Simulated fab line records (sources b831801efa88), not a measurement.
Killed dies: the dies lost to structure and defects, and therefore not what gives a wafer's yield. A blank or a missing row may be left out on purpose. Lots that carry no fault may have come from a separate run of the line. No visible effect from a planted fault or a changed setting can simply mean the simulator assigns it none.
fab line records	flow sky130
[record] lots = 6	wafers = 18	lastDay = 50
route steps=708 shown SONOS_ONO@175 GATE_OXIDE@187 PAD_OPEN@708
lots that met no fault: taken from a fault-free run of the same line
startH: the number of hours between the record's first day and the start of the first shown wafer of the lot	waitH: how many hours have passed since the lot's step before this one	" identical to the entry in the row above	L1.1+2: a single row standing in for several wafers	- either no value or no given start	* or withheld: withheld	< > ~ a bound
route shown NAME@n: NAME is a module with steps in the file, n the number in the route of the first one	usual: average and standard deviation across the fault-free wafers	same: alike in all rows	chamber/n: place in a boat	sites: each site's reading	_std_site: the values' standard deviation	_edge_site: outer sites' mean less inner sites'	radiusMm: how far each site lies from the wafer's centre	mask NAME#n: copy n	behind: tool/chamber where the wafer was last shaped	hold: what put the lot on hold/how long, in hours/how the hold closed	device: which transistor (n, p or np) failed to switch	end of line: tests run on the same wafers once the route is complete	for a step that has no rows: nothing shown but its recipe	killed: not the wafer's yield, but the dies lost to structure and defects at the first sort	map: shows each die of a wafer: x if killed, . if not, _ if none is there
set.NAME: the run value of the setting; set.NAME@STEP: its run value at that earlier step	model.NAME: the simulator's own value behind a step, which no gauge read
lots at selected steps of the route; one table per step, one row per wafer
services: a tool's chamber out of use, with start hour (startH, from the record's first day; less than 0 if before it), hours out, and reason
[[steps]]
[step SKY_SONOS_ONO_HMDS_07]
[recipe] primeTimeS = 60	primeTempC = 120
[step SKY_SONOS_ONO_COAT_08]
[recipe] resist = NOVOLAK	spinRpm = 3000	resistThkNm = 1140
[step SKY_SONOS_ONO_SOFTBAKE_09]
[recipe] tempC = 90	timeS = 60	resist = NOVOLAK
[step SKY_SONOS_ONO_EXPOSE_10]
[recipe] maskId = ONOM	targetCdNm = 410	na = 0.6	sourceShape = conventional	sigmaOuter = 0.6	doseMj = 150
[step SKY_SONOS_ONO_PEB_11]
[recipe] tempC = withheld	timeS = *	resist = NOVOLAK
[step SKY_SONOS_ONO_DEVELOP_12]
[recipe] developTimeS = 60	devTempC = 23
[step SKY_SONOS_ONO_CD_MEAS_13]
[recipe] targetCdNm = 410
[usual] cdNm = 409.6/2.4
lot.wafer	tool	chamber	startH	waitH	cdNm
L885.1	cdSem-01	-	302.01	0.1	409.1
L885.4	"	-	"	"	409.9
L885.6	"	-	"	"	412.6
L889.1	cdSem-01	-	342.81	0.1	408.5
L889.3	"	-	"	"	407.6
L889.4	"	-	"	"	409.9
L891.2	cdSem-02	-	350.93	0.1	409.3
L891.3	"	-	"	"	407.2
L891.4	"	-	"	"	407.5
L894.1	cdSem-01	-	380.61	0.1	408.9
L894.4	"	-	"	"	411.5
L894.5	"	-	"	"	409.2
L900.3	cdSem-01	-	424.45	0.1	408.5
L900.5	"	-	"	"	409.2
L900.6	"	-	"	"	411.0
L905.2	cdSem-01	-	479.20	0.1	409.5
L905.3	"	-	"	"	408.3
L905.4	"	-	"	"	406.1
[step SKY_SONOS_ONO_OVL_MEAS_14]
[usual] SONOS_ONO_OVL = 0.1/1.2
lot.wafer	tool	chamber	startH	waitH	SONOS_ONO_OVL[nm]
L885.1	overlay-01	-	302.13	0.1	-0.2
L885.4	"	-	"	"	2.6
L885.6	"	-	"	"	1.7
L889.1	overlay-01	-	342.93	0.1	1.2
L889.3	"	-	"	"	1.0
L889.4	"	-	"	"	1.2
L891.2	overlay-02	-	351.03	0.1	-0.6
L891.3	"	-	"	"	2.5
L891.4	"	-	"	"	-1.3
L894.1	overlay-01	-	380.73	0.1	-2.3
L894.4	"	-	"	"	-1.7
L894.5	"	-	"	"	-1.5
L900.3	overlay-01	-	424.54	0.1	1.7
L900.5	"	-	"	"	0.4
L900.6	"	-	"	"	0.1
L905.2	overlay-02	-	479.31	0.1	0.5
L905.3	"	-	"	"	-0.4
L905.4	"	-	"	"	-0.1
[step SKY_SONOS_ONO_ETCH_15]
[recipe] targetDepthNm = 19.52	chemistry = CHF3/O2	sourceW = 600	biasW = 200	pressureMtorr = 40	chf3FlowSccm = 50	O2_flow_sccm = 5	timeS = 7.8
[usual] drypumpMotorCurrentA = 5.6/0.5	oesProductAu = 0.996/0.012	throttleValvePct = 8.824/0.0099
lot.wafer	tool	chamber	startH	waitH	drypumpMotorCurrentA	oesProductAu	rfHoursCounterH	throttleValvePct
L885.1	rieDiel-03	3	302.16	0.0	6.5	0.987	9	8.822
L885.4	"	1	"	"	6.2	1.002	1	8.821
L885.6	"	3	"	"	6.5	0.981	-	8.818
L889.1	rieDiel-04	3	342.97	0.0	5.6	1.011	9	8.824
L889.3	"	2	"	"	4.9	0.986	80	8.828
L889.4	"	1	"	"	5.7	0.995	1	8.833
L891.2	rieDiel-03	1	351.06	0.0	6.2	0.992	2	8.818
L891.3	"	2	"	"	5.4	1.001	20	8.833
L891.4	"	3	"	"	6.5	0.992	10	8.809
L894.1	rieDiel-03	0	380.76	0.0	5.8	0.983	4	8.831
L894.4	"	3	"	"	6.5	0.997	10	8.836
L894.5	"	1	"	"	6.2	0.989	-	8.833
L900.3	rieDiel-02	1	424.56	0.0	5.3	1.006	1	8.835
L900.5	"	0	"	"	5.7	1.005	-	8.832
L900.6	"	3	"	"	5.0	1.012	-	8.836
L905.2	rieDiel-04	0	479.34	0.0	4.9	1.000	12	8.828
L905.3	"	3	"	"	5.6	1.010	11	8.821
L905.4	"	2	"	"	4.9	0.995	82	8.833
[step SKY_SONOS_ONO_WET_ETCH_16]
[recipe] chemistry = dHF	targetDepthNm = 14	dry = n2Spin	target = SiO2	dilution = 100:1	tempC = 25	timeS = 280
[step SKY_SONOS_ONO_STRIP_17]
[recipe] chemistry = O2/N2	powerW = 1400	pressureMtorr = 1500	platenTempC = withheld	o2FlowSccm = 3000	n2FlowSccm = 300	overashFraction = 0.5
[usual] drypumpMotorCurrentA = 5.8/0.45	oesProductAu = 0.710/0.0045	stripTimeToEndpointS = 14.08/0.037
lot.wafer	tool	chamber	startH	waitH	drypumpMotorCurrentA	oesProductAu	rfHoursCounterH	stripTimeToEndpointS
L885.1	plasmaAsher-01	1	302.28	0.0	6.3	0.717	63	14.07
L885.4	"	1	"	"	6.3	0.707	-	14.11
L885.6	"	1	"	"	6.3	0.712	-	14.07
L889.1	plasmaAsher-01	1	343.09	0.0	6.2	0.712	67	14.10
L889.3	"	0	"	"	5.3	0.712	-	14.09
L889.4	"	1	"	"	6.2	0.713	-	14.12
L891.2	plasmaAsher-01	1	351.17	0.0	6.3	0.712	68	14.05
L891.3	"	0	"	"	5.3	0.715	-	14.02
L891.4	"	1	"	"	6.3	0.708	-	14.03
L894.1	plasmaAsher-02	0	380.87	0.0	5.9	0.712	68	14.11
L894.4	"	0	"	"	5.9	0.704	-	14.07
L894.5	"	1	"	"	5.6	0.712	-	14.07
L900.3	plasmaAsher-02	1	424.70	0.0	5.6	0.702	-	14.07
L900.5	"	1	"	"	5.6	0.713	-	14.08
L900.6	"	0	"	"	5.9	0.715	-	14.06
L905.2	plasmaAsher-01	0	479.45	0.0	5.3	0.713	1	14.09
L905.3	"	1	"	"	6.3	0.710	-	14.05
L905.4	"	0	"	"	5.3	0.711	-	14.05
[step SKY_SONOS_ONO_WET_ETCH_18]
[recipe] chemistry = H3PO4	targetDepthNm = 15	target = Si3N4	tempC = 160	timeS = 172
[step SKY_GATE_OXIDE_CLEAN_00]
[recipe] chemistry = SC1/SC2	mix = 1:4:20	tempC = 70	timeS = 150	dry = n2Spin
[usual] runLengthS = 179/3.8	tempC = 70.02/0.1
lot.wafer	tool	chamber	startH	waitH	runLengthS	tempC	model.SiO2_of_SONOS_ONO_CVD_04.thkNm
L885.1	wetBench-02	3	302.43	0.0	182	70.06	4.999
L885.4	"	3	"	"	182	70.16	5.059
L885.6	"	3	"	"	182	70.06	5.05
L889.1	wetBench-04	2	343.24	0.0	177	70.00	4.781
L889.3	"	2	"	"	177	69.94	4.946
L889.4	"	2	"	"	177	70.06	4.801
L891.2	wetBench-04	0	351.32	0.0	96	70.13	5.345
L891.3	"	0	"	"	96	69.91	5.335
L891.4	"	0	"	"	96	69.94	5.346
L894.1	wetBench-04	0	381.02	0.0	96	69.80	5.191
L894.4	"	0	"	"	96	69.85	5.149
L894.5	"	0	"	"	96	69.97	5.091
L900.3	wetBench-02	3	424.83	0.0	174	69.90	4.856
L900.5	"	3	"	"	174	70.14	5.049
L900.6	"	3	"	"	174	69.82	4.971
L905.2	wetBench-02	0	479.60	0.0	185	70.06	5.005
L905.3	"	0	"	"	185	69.97	5.013
L905.4	"	0	"	"	185	70.08	4.994
[step SKY_GATE_OXIDE_OXIDATION_01]
[recipe] tempC = 900	ambient = O2	stabiliseS = 600	purgeS = 300	targetThkA = 102.68	oxTimeS = 1473
[step SKY_GATE_OXIDE_THK_MEAS_02]
[recipe] reads = SiO2_of_GATE_OXIDE_OXIDATION_01
[usual] GATE_OXIDE_OXIDATION_00_THK = 10.23/0.2
lot.wafer	tool	chamber	startH	waitH	GATE_OXIDE_OXIDATION_00_THK[nm]
L885.1	filmMetro-02	-	310.39	0.0	10.02
L885.4	"	-	"	"	10.01
L885.6	"	-	"	"	10.13
L889.1	filmMetro-04	-	346.77	0.0	10.34
L889.3	"	-	"	"	10.24
L889.4	"	-	"	"	10.33
L891.2	filmMetro-02	-	356.50	0.0	10.16
L891.3	"	-	"	"	10.28
L891.4	"	-	"	"	10.20
L894.1	filmMetro-04	-	383.04	0.0	10.65
L894.4	"	-	"	"	10.58
L894.5	"	-	"	"	10.61
L900.3	filmMetro-01	-	427.57	0.0	10.28
L900.5	"	-	"	"	10.33
L900.6	"	-	"	"	10.40
L905.2	filmMetro-01	-	481.59	0.0	9.87
L905.3	"	-	"	"	10.07
L905.4	"	-	"	"	9.91
[step SKY_GATE_OXIDE_DEHYDRATE_03]
[recipe] tempC = 200	timeS = 60
[step SKY_GATE_OXIDE_HMDS_04]
[recipe] primeTimeS = 60	primeTempC = 120
[step SKY_GATE_OXIDE_COAT_05]
[recipe] resist = NOVOLAK	spinRpm = 3000	resistThkNm = 1140
[step SKY_GATE_OXIDE_SOFTBAKE_06]
[recipe] tempC = 90	timeS = 60	resist = NOVOLAK
[step SKY_GATE_OXIDE_EXPOSE_07]
[recipe] maskId = LVOM	na = 0.6	sourceShape = conventional	sigmaOuter = 0.6	polarization = unpolarized	targetCdNm = 600	doseMj = 170
[step SKY_GATE_OXIDE_PEB_08]
[recipe] tempC = withheld	timeS = *	resist = NOVOLAK
[step SKY_GATE_OXIDE_DEVELOP_09]
[recipe] resist = NOVOLAK	developer = TMAH	developTimeS = 60	devTempC = 23
[step SKY_GATE_OXIDE_OVL_MEAS_10]
[usual] GATE_OXIDE_OVL = 0.0/1.2
lot.wafer	tool	chamber	startH	waitH	GATE_OXIDE_OVL[nm]
L885.1	overlay-01	-	335.06	0.1	0.4
L885.4	"	-	"	"	-1.1
L885.6	"	-	"	"	0.5
L889.1	overlay-02	-	373.36	0.1	-0.2
L889.3	"	-	"	"	-0.4
L889.4	"	-	"	"	-1.0
L891.2	overlay-02	-	383.72	0.1	-1.3
L891.3	"	-	"	"	-1.1
L891.4	"	-	"	"	-1.6
L894.1	overlay-01	-	411.81	0.1	1.2
L894.4	"	-	"	"	2.3
L894.5	"	-	"	"	1.4
L900.3	overlay-01	-	458.07	0.1	-0.7
L900.5	"	-	"	"	0.2
L900.6	"	-	"	"	-1.5
L905.2	overlay-01	-	511.81	0.1	-0.1
L905.3	"	-	"	"	1.0
L905.4	"	-	"	"	1.0
[step SKY_GATE_OXIDE_IMPLANT_11]
[recipe] species = B	energyKev = 10	doseCm2 = 2.6e+12	tiltDeg = withheld
[step SKY_GATE_OXIDE_WET_ETCH_12]
[recipe] chemistry = dHF	targetDepthNm = 16.8	dry = n2Spin	target = SiO2	dilution = 100:1	tempC = 25	timeS = 336
[step SKY_GATE_OXIDE_STRIP_13]
[recipe] chemistry = O2/N2	powerW = 1400	pressureMtorr = 1500	platenTempC = withheld	o2FlowSccm = 3000	n2FlowSccm = 300	overashFraction = 0.5
[usual] drypumpMotorCurrentA = 6.0/0.47	oesProductAu = 0.715/0.0046	stripTimeToEndpointS = 14.17/0.039
lot.wafer	tool	chamber	startH	waitH	drypumpMotorCurrentA	oesProductAu	rfHoursCounterH	stripTimeToEndpointS
L885.1	plasmaAsher-03	0	335.37	0.0	6.3	0.715	48	14.12
L885.4	"	1	"	"	5.7	0.716	-	14.12
L885.6	"	0	"	"	6.3	0.716	-	14.16
L889.1	plasmaAsher-03	0	373.64	0.0	6.3	0.704	51	14.15
L889.3	"	1	"	"	5.8	0.710	-	14.18
L889.4	"	0	"	"	6.3	0.711	-	14.15
L891.2	plasmaAsher-03	0	384.00	0.0	6.3	0.714	52	14.21
L891.3	"	1	"	"	5.8	0.718	-	14.26
L891.4	"	0	"	"	6.3	0.709	-	14.22
L894.1	plasmaAsher-01	0	412.09	0.0	5.3	0.708	74	14.14
L894.4	"	0	"	"	5.3	0.707	-	14.12
L894.5	"	1	"	"	6.3	0.719	-	14.12
L900.3	plasmaAsher-03	1	458.38	0.0	5.7	0.710	-	14.17
L900.5	"	0	"	"	6.3	0.713	-	14.18
L900.6	"	1	"	"	5.7	0.715	-	14.15
L905.2	plasmaAsher-04	1	512.10	0.0	6.6	0.717	37	14.09
L905.3	"	1	"	"	6.6	0.716	-	14.07
L905.4	"	0	"	"	5.3	0.717	-	14.08
[step SKY_GATE_OXIDE_TW_MEAS_14]
[usual] GATE_OXIDE_TW = 224.6/1.9
lot.wafer	tool	chamber	startH	waitH	GATE_OXIDE_TW
L885.1	filmMetro-01	-	335.47	0.1	222.8
L885.4	"	-	"	"	224.2
L885.6	"	-	"	"	223.8
L889.1	filmMetro-02	-	373.74	0.1	225.7
L889.3	"	-	"	"	225.9
L889.4	"	-	"	"	225.4
L891.2	filmMetro-02	-	384.11	0.1	227.1
L891.3	"	-	"	"	227.8
L891.4	"	-	"	"	226.4
L894.1	filmMetro-04	-	412.19	0.1	222.7
L894.4	"	-	"	"	221.3
L894.5	"	-	"	"	222.1
L900.3	filmMetro-02	-	458.46	0.1	223.9
L900.5	"	-	"	"	223.8
L900.6	"	-	"	"	225.3
L905.2	filmMetro-02	-	512.21	0.1	223.9
L905.3	"	-	"	"	224.8
L905.4	"	-	"	"	223.8
[step SKY_GATE_OXIDE_CLEAN_15]
[recipe] chemistry = SC1/SC2	mix = 1:4:20	tempC = 70	timeS = 150	dry = n2Spin
[usual] runLengthS = 179/3.6	tempC = 69.99/0.13
lot.wafer	tool	chamber	startH	waitH	runLengthS	tempC	model.SiO2_of_SONOS_ONO_CVD_04.thkNm
L885.1	wetBench-01	0	335.53	0.1	182	69.83	4.323
L885.4	"	0	"	"	182	69.96	4.382
L885.6	"	0	"	"	182	69.85	4.374
L889.1	wetBench-02	2	373.80	0.1	178	69.94	4.103
L889.3	"	2	"	"	178	69.96	4.269
L889.4	"	2	"	"	178	69.88	4.127
L891.2	wetBench-01	1	384.16	0.0	177	69.80	4.667
L891.3	"	1	"	"	177	69.97	4.655
L891.4	"	1	"	"	177	69.82	4.671
L894.1	wetBench-04	3	412.25	0.1	175	70.03	4.503
L894.4	"	3	"	"	175	70.00	4.458
L894.5	"	3	"	"	175	70.07	4.407
L900.3	wetBench-04	2	458.50	0.0	185	70.06	4.167
L900.5	"	2	"	"	185	70.12	4.361
L900.6	"	2	"	"	185	70.10	4.282
L905.2	wetBench-02	1	512.26	0.0	183	70.01	4.332
L905.3	"	1	"	"	183	69.97	4.339
L905.4	"	1	"	"	183	69.98	4.323
[step SKY_GATE_OXIDE_OXIDATION_16]
[recipe] tempC = 800	ambient = O2	idleTempC = 700	rampUpCPerMin = 10	rampDownCPerMin = 3	stabiliseS = 600	purgeS = 300	targetThkA = 35.7	oxTimeS = 1915
[step SKY_PAD_OPEN_PROBE_99]
[usual] killed_at_M0_to_M3 = 42/6.4	killed_at_M4_up = 3.2/1.9	killedAtContacts = 24/4.8	killedAtFrontEnd = 16/4.4	killedAtOther = 0.3/0.55	killedDies = 86/8.6	killedOpen = 46/6.6	killedShort = 39/5.7
[same] grossDies = 492	killedAtBackSide = 0
lot.wafer	tool	chamber	startH	waitH	killed_at_M0_to_M3	killed_at_M4_up	killedAtContacts	killedAtFrontEnd	killedAtOther	killedDies	killedOpen	killedShort	model.etest.capThickOxide.gateBvV	model.etest.capOno.gateLog10ACm2	model.etest.capOno.toxAccNm	model.etest.sonosProgrammed.vtV	model.etest.sonosErased.vtV	model.etest.sonosBaked.vtV	model.etest.sonosBaked.vtLessV
L885.1	prober-02	-	1105.95	0.1	39	4	25	16	1	85	50	34	15.43	-8.191	13.07	1.356	-2.217	0.8881	-0.468
L885.4	prober-02	-	1106.10	0.2	41	1	16	22	0	80	38	42	15.04	-8.24	13.16	1.354	-2.236	0.8662	-0.4881
L885.6	prober-02	-	1106.20	0.2	46	6	21	22	1	96	37	59	15.47	-8.224	13.1	1.295	-2.171	0.8696	-0.425
L889.1	prober-01	-	1123.01	0.1	41	1	23	14	0	79	42	37	15.82	-7.636	12.7	1.577	-2.372	1.072	-0.5058
L889.3	prober-01	-	1123.11	0.2	41	3	16	8	0	68	35	33	15.99	-7.822	12.77	1.521	-2.338	0.9551	-0.5662
L889.4	prober-01	-	1123.16	0.2	44	2	29	15	0	90	53	37	15.34	-7.753	12.73	1.532	-2.376	0.9827	-0.5491
L891.2	prober-01	-	1132.49	0.1	47	3	31	15	0	96	52	44	14.88	-8.47	13.32	1.227	-2.148	0.7681	-0.4593
L891.3	prober-01	-	1132.54	0.2	36	4	22	20	1	83	44	39	15.02	-8.542	13.35	1.191	-2.06	0.8305	-0.3607
L891.4	prober-01	-	1132.59	0.2	35	7	24	16	1	83	32	51	14.74	-8.508	13.35	1.232	-2.086	0.8156	-0.416
L894.1	prober-01	-	1146.30	0.1	40	3	20	17	1	81	45	35	15.84	-8.403	13.27	1.285	-2.096	0.8754	-0.4096
L894.4	prober-01	-	1146.45	0.2	37	1	14	16	0	68	41	27	15.03	-8.363	13.2	1.284	-2.134	0.8389	-0.4446
L894.5	prober-01	-	1146.50	0.2	46	2	20	11	3	82	42	39	15.26	-8.234	13.06	1.365	-2.183	0.8911	-0.4741
L900.3	prober-02	-	1174.39	0.2	39	5	25	21	1	91	48	40	15.38	-8.038	12.94	1.451	-2.244	0.9963	-0.4546
L900.5	prober-02	-	1174.49	0.2	41	2	21	18	0	82	42	40	15.53	-8.165	13.13	1.327	-2.141	0.9182	-0.4084
L900.6	prober-02	-	1174.54	0.2	49	3	19	18	0	89	48	41	15.84	-8.165	13.08	1.328	-2.145	0.9097	-0.4187
L905.2	prober-01	-	1205.09	0.1	26	1	32	12	0	71	37	33	15.29	-8.21	13.13	1.393	-2.167	0.9175	-0.4753
L905.3	prober-01	-	1205.14	0.2	41	6	38	15	0	100	63	37	15.85	-8.171	13.04	1.39	-2.242	0.9143	-0.4761
L905.4	prober-01	-	1205.19	0.2	51	10	29	8	0	98	50	47	15.08	-8.257	13.13	1.365	-2.236	0.8632	-0.5015
// killed by level:class
L885.1 VIA1:geometricParticle:open=11 LI_CONTACT:geometricParticle:open=7 FIELD_ISO:geometricParticle:open=6 CONTACT:geometricParticle:open=6 VIA3:geometricParticle:open=6 FIELD_ISO:geometricParticle:short=5 CONTACT:geometricParticle:short=5 METAL1:geometricParticle:short=5
L885.4 VIA1:geometricParticle:open=9 METAL1:geometricParticle:short=8 CONTACT:geometricParticle:open=7 VIA2:geometricParticle:open=6 FIELD_ISO:geometricParticle:short=5 FIELD_ISO:geometricParticle:open=4 POLY_GATE:geometricParticle:open=4 POLY_GATE:geometricParticle:short=4
L885.6 METAL1:geometricParticle:short=12 CONTACT:geometricParticle:short=8 VIA1:geometricParticle:open=7 FIELD_ISO:geometricParticle:short=6 FIELD_ISO:geometricParticle:open=6 CONTACT:geometricParticle:open=6 VIA3:geometricParticle:open=6 VIA1:geometricParticle:short=5
L889.1 VIA2:geometricParticle:open=9 VIA1:geometricParticle:open=7 CONTACT:geometricParticle:open=7 LI_CONTACT:geometricParticle:open=6 LOCAL_INTERCONNECT:geometricParticle:short=6 METAL2:geometricParticle:short=6 VIA1:geometricParticle:short=5 POLY_GATE:geometricParticle:open=4
L889.3 VIA1:geometricParticle:open=9 VIA2:geometricParticle:open=8 VIA1:geometricParticle:short=7 CONTACT:geometricParticle:open=6 VIA3:geometricParticle:open=5 LI_CONTACT:geometricParticle:short=4 METAL2:geometricParticle:short=4 CONTACT:geometricParticle:short=3
L889.4 CONTACT:geometricParticle:open=13 VIA1:geometricParticle:open=10 LOCAL_INTERCONNECT:geometricParticle:short=7 VIA2:geometricParticle:short=6 VIA2:geometricParticle:open=5 LI_CONTACT:geometricParticle:open=5 METAL1:geometricParticle:short=5 VIA3:geometricParticle:open=5
L891.2 CONTACT:geometricParticle:open=14 LI_CONTACT:geometricParticle:open=9 VIA1:geometricParticle:open=8 VIA2:geometricParticle:open=7 METAL2:geometricParticle:short=6 VIA2:geometricParticle:short=5 VIA3:geometricParticle:open=5 FIELD_ISO:geometricParticle:short=4
L891.3 FIELD_ISO:geometricParticle:short=8 VIA3:geometricParticle:open=7 LI_CONTACT:geometricParticle:open=6 CONTACT:geometricParticle:open=6 VIA1:geometricParticle:open=6 VIA1:geometricParticle:short=5 LOCAL_INTERCONNECT:geometricParticle:short=5 POLY_GATE:geometricParticle:open=4
L891.4 LOCAL_INTERCONNECT:geometricParticle:short=7 CONTACT:geometricParticle:open=7 FIELD_ISO:geometricParticle:short=6 VIA1:geometricParticle:short=6 METAL2:geometricParticle:short=6 METAL4:geometricParticle:short=6 LI_CONTACT:geometricParticle:open=5 CONTACT:geometricParticle:short=4
L894.1 VIA1:geometricParticle:open=10 CONTACT:geometricParticle:open=7 POLY_GATE:geometricParticle:short=6 VIA3:geometricParticle:open=6 POLY_GATE:geometricParticle:open=5 VIA2:geometricParticle:open=5 VIA3:geometricParticle:short=4 LI_CONTACT:geometricParticle:open=4
L894.4 METAL1:geometricParticle:short=8 VIA3:geometricParticle:open=8 FIELD_ISO:geometricParticle:open=7 CONTACT:geometricParticle:open=6 VIA1:geometricParticle:open=6 VIA2:geometricParticle:open=5 FIELD_ISO:geometricParticle:short=4 LI_CONTACT:geometricParticle:open=4
L894.5 VIA1:geometricParticle:open=12 VIA3:geometricParticle:open=8 CONTACT:geometricParticle:open=7 VIA3:geometricParticle:short=6 LI_CONTACT:geometricParticle:short=5 METAL1:geometricParticle:short=5 POLY_GATE:geometricParticle:short=4 LI_CONTACT:geometricParticle:open=4
L900.3 CONTACT:geometricParticle:open=9 VIA1:geometricParticle:open=9 VIA3:geometricParticle:open=8 FIELD_ISO:geometricParticle:short=6 LI_CONTACT:geometricParticle:open=6 METAL2:geometricParticle:short=5 VIA2:geometricParticle:open=5 FIELD_ISO:geometricParticle:open=4
L900.5 VIA1:geometricParticle:open=8 LI_CONTACT:geometricParticle:open=7 VIA1:geometricParticle:short=7 VIA2:geometricParticle:open=7 VIA3:geometricParticle:open=6 POLY_GATE:geometricParticle:short=5 POLY_GATE:geometricParticle:open=5 FIELD_ISO:geometricParticle:short=4
L900.6 VIA1:geometricParticle:open=12 CONTACT:geometricParticle:open=8 METAL2:geometricParticle:short=7 VIA3:geometricParticle:open=7 METAL1:geometricParticle:short=6 VIA2:geometricParticle:open=6 LI_CONTACT:geometricParticle:open=5 FIELD_ISO:geometricParticle:short=4
L905.2 CONTACT:geometricParticle:open=8 VIA3:geometricParticle:open=7 CONTACT:geometricParticle:short=6 LI_CONTACT:geometricParticle:short=5 LI_CONTACT:geometricParticle:open=5 LOCAL_INTERCONNECT:geometricParticle:short=5 METAL1:geometricParticle:short=4 VIA1:geometricParticle:open=4
L905.3 CONTACT:geometricParticle:open=15 VIA1:geometricParticle:open=10 LI_CONTACT:geometricParticle:open=9 VIA2:geometricParticle:open=9 METAL1:geometricParticle:short=7 CONTACT:geometricParticle:short=6 FIELD_ISO:geometricParticle:open=4 POLY_GATE:geometricParticle:open=4
L905.4 CONTACT:geometricParticle:open=11 VIA1:geometricParticle:open=10 LI_CONTACT:geometricParticle:open=8 METAL1:geometricParticle:short=7 METAL4:geometricParticle:short=7 METAL2:geometricParticle:short=7 VIA1:geometricParticle:short=6 VIA3:geometricParticle:open=5
[[services]]
tool	chamber	startH	hours	kind
rieDiel-02	0	281.57	12.0	repair
rieDiel-03	2	291.76	2.8	repair
plasmaAsher-04	-	304.82	4.3	pm
rieDiel-02	1	331.12	4.4	repair
rieDiel-03	-	359.18	0.7	repair
wetBench-04	-	361.88	0.7	repair
rieDiel-03	2	371.83	4.8	repair
rieDiel-04	-	372.53	2.8	pm
rieDiel-03	1	382.21	35.8	repair
rieDiel-02	1	384.63	5.1	repair
rieDiel-04	0	386.01	11.7	repair
plasmaAsher-01	-	421.25	9.0	pm
plasmaAsher-01	0	421.25	9.0	ventCycle
plasmaAsher-01	1	421.25	9.0	ventCycle
plasmaAsher-01	-	430.25	28.1	pm
rieDiel-04	-	430.99	0.2	repair
rieDiel-04	2	435.99	21.6	repair
plasmaAsher-01	-	453.58	1.9	repair
rieDiel-03	-	454.64	0.5	repair
rieDiel-02	1	456.59	7.7	repair
rieDiel-02	2	457.27	1.7	repair
plasmaAsher-04	-	479.01	18.1	repair
rieDiel-03	-	480.48	0.1	repair
plasmaAsher-01	-	483.58	2.6	repair
[[key]]
[firstSign] step = SKY_GATE_OXIDE_CLEAN_00	reading = runLengthS	direction = down	sigmas = 22	usual = *	struck = *
effect none on later readings
[modelEffect] step = SKY_GATE_OXIDE_CLEAN_00	value = SiO2_of_SONOS_ONO_CVD_04.thkNm	without = 4.872	struck = 5.243
[modelEffect] step = SKY_GATE_OXIDE_CLEAN_15	value = SiO2_of_SONOS_ONO_CVD_04.thkNm	without = 4.189	struck = 4.56
[modelEffect] step = SKY_PAD_OPEN_PROBE_99	value = etest.capThickOxide.gateBvV	without = 15.91	struck = 15.13
metAt SKY_GATE_OXIDE_CLEAN_00
struckWafers L891.2,L891.3,L891.4,L894.1,L894.4,L894.5
testerLeftOut L891,L894
onsetBetween 343.24 351.32
[fault] kind = processParameterDrift	tool = wetBench-04	chamber = -	onsetH = 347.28	steps = SKY_GATE_OXIDE_CLEAN_00	channel = timeS	offset = *	shape = step	endH = 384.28	actsIn = *	stated = *
// testerLeftOut: of these lots the tester's yield and bins aren't shown, on N5 and GAA mostly nor the transistor test; their killed dies are dies lost to structure and defects alone, not to doping, threshold or leakage, so they don't give the yield
